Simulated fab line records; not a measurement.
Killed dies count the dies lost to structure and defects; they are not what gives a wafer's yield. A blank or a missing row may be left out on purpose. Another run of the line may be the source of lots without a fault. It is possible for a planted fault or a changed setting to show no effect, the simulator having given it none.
fab line records | flow gf180mcu
record lots=13 wafers=39 lastDay=34
route steps=602 shown LVPWELL@64 MVSD@76 SALICIDE@281 M1@319 V1@359
lots that met no fault: taken from a fault-free run of the same line
startH: the number of hours between the record's first day and the start of the first shown wafer of the lot | waitH: time in hours since the lot's previous step | " identical to the entry in the row above | L1.1+2: one row covering several wafers at once | - no value, or no start given | * or withheld: withheld | < > ~ a bound
route shown NAME@n: names a module that has steps shown in the file, with the first one's number in the route | usual: mean/standard deviation of fault-free wafers | same: alike in all rows | chamber/n: place in a boat | sites: per-site readings | _std_site: the standard deviation of these | _edge_site: inner sites' mean taken away from outer sites' mean | radiusMm: for every site, how far away it sits from the centre of the wafer | mask NAME#n: copy n | behind: the last tool/chamber to shape the wafer | hold: reason for holding the lot/hours on hold/outcome of the hold | device: the transistor (n, p or np) that didn't switch | end of line: the same wafers' tests at the end of the route | a step with no rows: only its recipe | killed: at the first sort, the dies lost to defects and structure; wafer yield is something else | map: a wafer's dies, x killed, . not, _ none there
set.NAME: the setting that was run; set.NAME@STEP: the one run at that earlier step | model.NAME: the simulator's own value behind a step, which no gauge read
one table for each step of the route and one row for each wafer, over a sample of lots
services: when a tool's chamber went out of use (startH, in hours from the record's first day, below 0 if earlier), for how many hours, and the reason
## steps
# step GF_LVPWELL_STRIP_10
# recipe chemistry=O2/N2 powerW=1400 pressureMtorr=1500 platenTempC=250 o2FlowSccm=3000 n2FlowSccm=300 overashFraction=0.5
# usual drypumpMotorCurrentA=5.8/0.58 heaterPowerW=331/24 n2FlowSccm=299.9/0.93 oesProductAu=0.723/0.0043 stripTimeToEndpointS=36.96/0.093
# columns lot.wafer tool chamber startH waitH drypumpMotorCurrentA heaterPowerW n2FlowSccm oesProductAu rfHoursCounterH stripTimeToEndpointS
L210.4 plasmaAsher-04 0 68.54 0.1 5.3 333 299.2 0.727 - 36.88
L210.5 " 1 " " 5.6 301 300.3 0.721 - 36.91
L210.6 " 0 " " 5.2 334 300.2 0.725 - 36.89
L211.1 plasmaAsher-04 0 83.70 0.1 5.2 320 300.2 0.726 41 36.99
L211.3 " 0 " " 5.2 333 300.2 0.723 - 37.01
L211.5 " 0 " " 5.2 337 300.4 0.723 - 36.98
L212.1 plasmaAsher-02 1 88.78 0.1 6.6 301 299.7 0.725 42 36.94
L212.2 " 0 " " 5.3 333 300.3 0.721 42 36.88
L212.4 " 1 " " 6.6 297 300.9 0.722 - 36.95
L218.2 plasmaAsher-02 1 121.20 0.1 6.6 302 300.2 0.952 45 -
L218.3 " 0 " " 5.3 335 299.3 0.945 - -
L218.5 " 0 " " 5.3 338 299.3 0.947 - -
L224.1 plasmaAsher-04 0 152.23 0.1 5.2 319 299.0 0.719 3 36.97
L224.2 " 1 " " 5.5 313 300.2 0.717 3 37.01
L224.5 " 1 " " 5.5 304 300.5 0.726 - 36.94
L225.3 plasmaAsher-03 0 155.07 0.1 6.7 364 299.5 0.713 - 36.93
L225.4 " 1 " " 6.0 365 300.8 0.720 - 37.03
L225.6 " 1 " " 5.9 371 300.1 0.720 - 37.04
L227.1 plasmaAsher-04 1 169.88 0.1 5.6 308 298.1 0.725 5 37.03
L227.5 " 1 " " 5.6 311 299.0 0.717 - 36.96
L227.6 " 0 " " 5.2 326 300.5 0.725 - 36.95
L228.2 plasmaAsher-03 0 178.00 0.1 6.8 362 298.6 0.722 38 36.76
L228.3 " 0 " " 6.8 351 300.4 0.718 - 36.74
L228.5 " 0 " " 6.8 352 299.7 0.725 - 36.77
L229.3 plasmaAsher-04 1 181.09 0.1 5.6 297 299.1 0.724 - 37.05
L229.5 " 0 " " 5.2 327 299.9 0.726 - 37.04
L229.6 " 1 " " 5.5 305 299.7 0.725 - 37.05
L230.3 plasmaAsher-03 0 187.41 0.1 6.7 351 300.9 0.711 - 36.85
L230.5 " 1 " " 6.0 365 301.9 0.718 - 36.96
L230.6 " 0 " " 6.8 357 300.0 0.717 - 36.98
L231.1 plasmaAsher-02 1 189.89 0.1 6.6 297 300.4 0.724 52 36.91
L231.5 " 1 " " 6.6 308 300.7 0.721 - 36.94
L231.6 " 0 " " 5.3 335 298.8 0.730 - 36.96
L232.1 plasmaAsher-03 0 191.00 0.1 6.7 355 301.1 0.719 39 36.94
L232.4 " 1 " " 5.9 365 299.7 0.720 - 36.94
L232.6 " 1 " " 6.0 368 301.5 0.725 - 37.07
L233.2 plasmaAsher-04 1 196.68 0.1 5.6 304 300.0 0.720 8 36.90
L233.3 " 1 " " 5.6 299 300.3 0.726 - 36.96
L233.6 " 0 " " 5.2 327 299.2 0.718 - 36.81
# step GF_MVSD_STRIP_10
# recipe chemistry=O2/N2 powerW=1400 pressureMtorr=1500 platenTempC=250 o2FlowSccm=3000 n2FlowSccm=300 overashFraction=0.5
# usual drypumpMotorCurrentA=5.8/0.48 heaterPowerW=324/32 n2FlowSccm=300.1/0.96 oesProductAu=0.723/0.0049 stripTimeToEndpointS=36.97/0.11
# columns lot.wafer tool chamber startH waitH drypumpMotorCurrentA heaterPowerW n2FlowSccm oesProductAu rfHoursCounterH stripTimeToEndpointS
L210.4 plasmaAsher-02 1 81.70 0.1 6.6 302 301.8 0.720 - 37.13
L210.5 " 1 " " 6.5 305 300.2 0.717 - 37.11
L210.6 " 0 " " 5.3 329 300.3 0.715 - 37.07
L211.1 plasmaAsher-04 0 98.18 0.1 5.2 327 300.4 0.721 43 37.06
L211.3 " 1 " " 5.6 310 299.8 0.726 - 37.04
L211.5 " 0 " " 5.2 342 299.7 0.725 - 37.01
L212.1 plasmaAsher-02 0 103.43 0.1 5.3 332 299.5 0.722 43 36.69
L212.2 " 1 " " 6.6 307 300.0 0.718 43 36.76
L212.4 " 0 " " 5.3 341 301.2 0.729 - 36.85
L218.2 plasmaAsher-01 0 136.51 0.1 6.0 288 300.4 0.724 52 55.45
L218.3 " 1 " " 5.6 379 301.3 0.741 - 55.38
L218.5 " 0 " " 6.0 287 300.3 0.727 - 55.47
L224.1 plasmaAsher-04 0 168.36 0.1 5.2 309 299.8 0.718 5 36.89
L224.2 " 1 " " 5.5 303 299.8 0.724 5 36.82
L224.5 " 0 " " 5.3 327 300.4 0.730 - 36.91
L225.3 plasmaAsher-02 1 171.96 0.1 6.6 300 299.5 0.727 - 37.02
L225.4 " 0 " " 5.3 340 301.5 0.713 - 36.99
L225.6 " 0 " " 5.3 335 300.0 0.722 - 37.13
L227.1 plasmaAsher-02 1 187.25 0.1 6.6 304 301.6 0.726 52 36.89
L227.5 " 0 " " 5.3 338 300.8 0.721 - 36.95
L227.6 " 1 " " 6.6 305 299.2 0.724 - 36.93
L228.2 plasmaAsher-02 1 194.78 0.1 6.6 299 298.3 0.721 53 36.88
L228.3 " 0 " " 5.3 330 300.8 0.723 - 36.93
L228.5 " 0 " " 5.3 328 300.3 0.727 - 36.92
L229.3 plasmaAsher-01 0 198.01 0.1 6.0 286 299.1 0.717 - 37.02
L229.5 " 0 " " 6.0 282 301.0 0.736 - 37.08
L229.6 " 1 " " 5.6 402 300.4 0.730 - 37.06
L230.3 plasmaAsher-01 1 204.68 0.1 5.6 387 299.6 0.720 - 36.88
L230.5 " 1 " " 5.6 378 299.3 0.721 - 36.78
L230.6 " 0 " " 6.0 293 301.1 0.718 - 36.70
L231.1 plasmaAsher-04 1 207.58 0.1 5.6 304 300.5 0.735 9 37.08
L231.5 " 0 " " 5.2 327 299.6 0.728 - 37.11
L231.6 " 1 " " 5.5 310 301.1 0.733 - 37.04
L232.1 plasmaAsher-02 1 208.53 0.1 6.6 303 300.2 0.715 54 36.90
L232.4 " 1 " " 6.6 305 300.6 0.723 - 36.97
L232.6 " 1 " " 6.6 305 299.5 0.716 - 36.96
L233.2 plasmaAsher-01 0 214.95 0.1 6.0 280 299.5 0.718 60 36.93
L233.3 " 1 " " 5.6 381 301.1 0.731 - 37.08
L233.6 " 0 " " 6.0 291 300.0 0.721 - 37.00
# step GF_MVSD_TW_MEAS_11
# usual MVSD_TW=1575/9
# columns lot.wafer tool chamber startH waitH MVSD_TW
L210.4 filmMetro-01 - 81.79 0.1 1575
L210.5 " - " " 1566
L210.6 " - " " 1566
L211.1 filmMetro-03 - 98.28 0.1 1574
L211.3 " - " " 1563
L211.5 " - " " 1568
L212.1 filmMetro-02 - 103.53 0.1 1579
L212.2 " - " " 1575
L212.4 " - " " 1576
L218.2 filmMetro-03 - 136.62 0.1 30
L218.3 " - " " 30
L218.5 " - " " 30
L224.1 filmMetro-01 - 168.46 0.1 1575
L224.2 " - " " 1571
L224.5 " - " " 1580
L225.3 filmMetro-02 - 172.05 0.1 1578
L225.4 " - " " 1574
L225.6 " - " " 1585
L227.1 filmMetro-01 - 187.35 0.1 1562
L227.5 " - " " 1567
L227.6 " - " " 1559
L228.2 filmMetro-02 - 194.89 0.1 1591
L228.3 " - " " 1597
L228.5 " - " " 1584
L229.3 filmMetro-01 - 198.10 0.1 1569
L229.5 " - " " 1561
L229.6 " - " " 1560
L230.3 filmMetro-03 - 204.77 0.1 1580
L230.5 " - " " 1567
L230.6 " - " " 1574
L231.1 filmMetro-01 - 207.68 0.1 1570
L231.5 " - " " 1574
L231.6 " - " " 1573
L232.1 filmMetro-02 - 208.63 0.1 1585
L232.4 " - " " 1591
L232.6 " - " " 1581
L233.2 filmMetro-02 - 215.06 0.1 1591
L233.3 " - " " 1590
L233.6 " - " " 1595
# step GF_SALICIDE_SPUTTER_03
# recipe material=TiN targetThkNm=20 powerW=6500 timeS=16.7 chamberPressurePa=0.4
# usual throttleValvePct=30.0/0.83
# columns lot.wafer tool chamber startH waitH throttleValvePct
L210.4 pvdSputter-03 - 330.30 0.0 29.7
L210.5 " - " " 30.6
L210.6 " - " " 29.9
L211.1 pvdSputter-01 - 360.95 0.0 29.9
L211.3 " - " " 30.4
L211.5 " - " " 30.2
L212.1 pvdSputter-02 - 369.05 0.0 31.2
L212.2 " - " " 28.4
L212.4 " - " " 30.2
L218.2 pvdSputter-01 - 422.97 0.0 30.6
L218.3 " - " " 30.4
L218.5 " - " " 30.4
L224.1 pvdSputter-03 - 465.30 0.0 28.7
L224.2 " - " " 29.8
L224.5 " - " " 28.5
L225.3 pvdSputter-02 - 474.86 0.0 31.6
L225.4 " - " " 28.6
L225.6 " - " " 31.6
L227.1 pvdSputter-02 - 493.68 0.0 30.2
L227.5 " - " " 30.5
L227.6 " - " " 31.4
L228.2 pvdSputter-02 - 507.90 0.0 30.3
L228.3 " - " " 28.3
L228.5 " - " " 28.4
L229.3 pvdSputter-01 - 512.91 0.0 30.2
L229.5 " - " " 30.0
L229.6 " - " " 30.2
L230.3 pvdSputter-01 - 518.41 0.0 30.4
L230.5 " - " " 30.5
L230.6 " - " " 30.6
L231.1 pvdSputter-03 - 523.86 0.0 29.8
L231.5 " - " " 28.3
L231.6 " - " " 29.7
L232.1 pvdSputter-02 - 527.24 0.0 31.3
L232.4 " - " " 28.1
L232.6 " - " " 30.3
L233.2 pvdSputter-01 - 531.80 0.0 30.3
L233.3 " - " " 30.1
L233.6 " - " " 30.3
# step GF_M1_SPUTTER_04
# recipe material=TiN targetThkNm=50 powerW=6500 timeS=41.7 chamberPressurePa=0.4
# usual throttleValvePct=30.1/0.6
# columns lot.wafer tool chamber startH waitH throttleValvePct
L210.4 pvdSputter-04 - 354.60 0.0 31.2
L210.5 " - " " 31.2
L210.6 " - " " 29.6
L211.1 pvdSputter-01 - 385.98 0.0 30.0
L211.3 " - " " 30.4
L211.5 " - " " 30.3
L212.1 pvdSputter-01 - 393.80 0.0 30.3
L212.2 " - " " 30.6
L212.4 " - " " 30.2
L218.2 pvdSputter-01 - 451.34 0.0 30.2
L218.3 " - " " 30.5
L218.5 " - " " 30.1
L224.1 pvdSputter-01 - 492.71 0.0 30.7
L224.2 " - " " 30.1
L224.5 " - " " 30.3
L225.3 pvdSputter-04 - 501.49 0.0 29.9
L225.4 " - " " 29.7
L225.6 " - " " 30.2
L227.1 pvdSputter-04 - 519.04 0.0 29.8
L227.5 " - " " 30.2
L227.6 " - " " 29.7
L228.2 pvdSputter-04 - 533.30 0.0 29.4
L228.3 " - " " 30.2
L228.5 " - " " 30.0
L229.3 pvdSputter-01 - 538.60 0.0 30.3
L229.5 " - " " 30.1
L229.6 " - " " 30.3
L230.3 pvdSputter-04 - 543.88 0.0 29.7
L230.5 " - " " 29.5
L230.6 " - " " 30.1
L231.1 pvdSputter-03 - 549.10 0.0 30.6
L231.5 " - " " 29.9
L231.6 " - " " 30.9
L232.1 pvdSputter-04 - 552.63 0.0 29.5
L232.4 " - " " 29.7
L232.6 " - " " 31.2
L233.2 pvdSputter-01 - 556.84 0.0 30.6
L233.3 " - " " 30.6
L233.6 " - " " 30.6
# step GF_V1_RS_MEAS_24
# recipe thkMeasGauge=four-point-probe reads=W_of_V1_CVD_23+TiN_of_V1_SPUTTER_22+Ti_of_V1_SPUTTER_21
# usual V1_W_RS=0.329/0.0042
# columns lot.wafer tool chamber startH waitH V1_W_RS[ohm/sq]
L210.4 filmMetro-04 - 402.17 0.1 0.330
L210.5 " - " " 0.325
L210.6 " - " " 0.325
L211.1 filmMetro-04 - 436.21 0.1 0.328
L211.3 " - " " 0.327
L211.5 " - " " 0.329
L212.1 filmMetro-04 - 443.62 0.1 0.335
L212.2 " - " " 0.334
L212.4 " - " " 0.337
L218.2 filmMetro-04 - 502.04 0.1 0.331
L218.3 " - " " 0.333
L218.5 " - " " 0.333
L224.1 filmMetro-02 - 541.59 0.2 0.327
L224.2 " - " " 0.332
L224.5 " - " " 0.330
L225.3 filmMetro-04 - 548.91 0.2 0.333
L225.4 " - " " 0.331
L225.6 " - " " 0.329
L227.1 filmMetro-04 - 566.12 0.1 0.331
L227.5 " - " " 0.324
L227.6 " - " " 0.332
L228.2 filmMetro-02 - 580.51 0.1 0.336
L228.3 " - " " 0.327
L228.5 " - " " 0.325
L229.3 filmMetro-04 - 585.90 0.1 0.337
L229.5 " - " " 0.337
L229.6 " - " " 0.330
L230.3 filmMetro-04 - 590.65 0.1 0.322
L230.5 " - " " 0.323
L230.6 " - " " 0.328
L231.1 filmMetro-03 - 595.58 0.1 0.331
L231.5 " - " " 0.327
L231.6 " - " " 0.328
L232.1 filmMetro-03 - 598.33 0.1 0.329
L232.4 " - " " 0.328
L232.6 " - " " 0.329
L233.2 filmMetro-03 - 602.75 0.1 0.337
L233.3 " - " " 0.335
L233.6 " - " " 0.338
## services
# columns tool chamber startH hours kind
plasmaAsher-04 - 47.75 13.1 repair
pvdSputter-04 - 69.14 0.9 repair
plasmaAsher-04 - 69.19 1.9 repair
pvdSputter-01 - 73.95 3.3 repair
pvdSputter-02 - 88.45 2.5 repair
pvdSputter-01 - 89.12 1.8 repair
pvdSputter-04 - 93.16 1.1 repair
pvdSputter-02 - 94.98 3.0 repair
plasmaAsher-04 - 108.75 9.0 pm
pvdSputter-01 - 118.64 18.1 repair
plasmaAsher-04 - 131.59 2.0 repair
pvdSputter-01 - 160.52 4.1 repair
plasmaAsher-02 - 164.51 1.8 repair
pvdSputter-01 - 184.95 1.8 repair
plasmaAsher-02 - 229.41 0.8 repair
pvdSputter-01 - 287.27 13.4 repair
plasmaAsher-02 - 330.26 0.4 repair
plasmaAsher-04 - 335.15 6.6 repair
plasmaAsher-02 - 357.31 3.5 repair
plasmaAsher-02 - 386.26 0.7 repair
pvdSputter-01 - 396.55 3.5 repair
pvdSputter-01 - 438.45 2.2 repair
plasmaAsher-02 - 498.95 1.2 repair
plasmaAsher-02 - 509.87 2.8 pm
## key
firstSign step=GF_LVPWELL_STRIP_10 reading=oesProductAu direction=up sigmas=52 usual=0.723 struck=0.948
effect step=GF_MVSD_STRIP_10 reading=stripTimeToEndpointS direction=up sigmas=99+ usual=* struck=*
effect step=GF_MVSD_TW_MEAS_11 reading=MVSD_TW direction=down sigmas=99+ usual=1575 struck=30
metAt GF_LVPWELL_STRIP_10
struckLots L218
sortLeftOut L218.2,L218.3,L218.5
testerLeftOut L218
notActingAt GF_SALICIDE_SPUTTER_03,GF_M1_SPUTTER_04,GF_V1_RS_MEAS_24
onsetBetween 88.78 121.20
fault kind=stripAborted tool=plasmaAsher-02 chamber=- onsetH=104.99 steps=GF_LVPWELL_STRIP_10 offset=0.67105 endH=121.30
# testerLeftOut: of these lots the tester's yield and bins aren't shown, on N5 and GAA mostly nor the transistor test; their killed dies are dies lost to structure and defects alone, not to doping, threshold or leakage, so they don't give the yield
# sortLeftOut: the simulated sort isn't trusted on such a fault, so these wafers' sort isn't shown, and their yield isn't known
